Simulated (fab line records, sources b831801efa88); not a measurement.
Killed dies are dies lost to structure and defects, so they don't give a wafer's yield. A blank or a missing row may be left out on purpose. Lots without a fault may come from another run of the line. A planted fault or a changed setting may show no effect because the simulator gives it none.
Which tool did it? | flow gf180mcu | 6 lots, 18 wafers sampled, at 3 steps of a route of 602

WHAT THE GAUGES READ, wafer by wafer
GF_V5_OVL_MEAS_15.
lot  | measured     | on         | V5_OVL (nm)
L771 | day 27 15:05 | overlay-02 | 4 -4 -9
L774 | day 28 09:59 | overlay-02 | -3 -8 -3
L778 | day 29 16:56 | overlay-02 | 2 6 2
L781 | day 30 16:40 | overlay-02 | -7 -8 0
L791 | day 33 02:31 | overlay-02 | 70 68 71
L793 | day 33 15:14 | overlay-01 | 1 3 1

WHICH TOOL RAN EACH LOT (tool, then ch and the chambers of the sampled wafers, then the start)
lot  | GF_M5_STRIP_11                       | GF_V5_EXPOSE_11
L771 | plasma_asher-02 ch 0,1, day 26 17:21 | krf_scanner-02 ch 0, day 27 05:04
L774 | plasma_asher-03 ch 0,1, day 27 12:38 | krf_scanner-02 ch 0, day 28 00:17
L778 | plasma_asher-01 ch 0,1, day 28 20:59 | krf_scanner-02 ch 0, day 29 07:54
L781 | plasma_asher-03 ch 0,1, day 29 20:42 | krf_scanner-01 ch 0, day 30 07:32
L791 | plasma_asher-03 ch 0,1, day 32 09:32 | krf_scanner-02 ch 0, day 32 18:38
L793 | plasma_asher-03 ch 0,1, day 32 22:17 | krf_scanner-01 ch 0, day 33 07:22
- GF_M5_STRIP_11: strips in O2/N2.
- GF_V5_EXPOSE_11: exposes mask Via5, target cd 260 nm.

THE ANSWER, worked out from the rows above alone
Rule: what is usual is taken from the lots themselves. Put in order of their means at a reading, lots are off if they are a third of the lots or fewer, leave a main group of 4 or more, and stand apart from it by a gap of 3 or more times the standard deviation of the main group's means; of several such gaps the widest counts. A main group whose means are all the same, to the digits that the tables above print for the reading, isn't used. A lot without any number at a reading at which 4 lots or more have one is off too. The other lots that the step has rows for count as sound.
Off: L791, at GF_V5_OVL_MEAS_15 (V5_OVL). The main group: mean -2 nm, standard deviation 3.4.
A tool fits if, at a process step before that reading, it ran every lot that is off, and no sound lot after the first of them. The gauges at GF_V5_OVL_MEAS_15 are tried like those tools. Can't be told from this: 2 tools fit, krf_scanner-02 at GF_V5_EXPOSE_11, overlay-02 at GF_V5_OVL_MEAS_15.

WHAT THE SIMULATOR HAD PUT IN
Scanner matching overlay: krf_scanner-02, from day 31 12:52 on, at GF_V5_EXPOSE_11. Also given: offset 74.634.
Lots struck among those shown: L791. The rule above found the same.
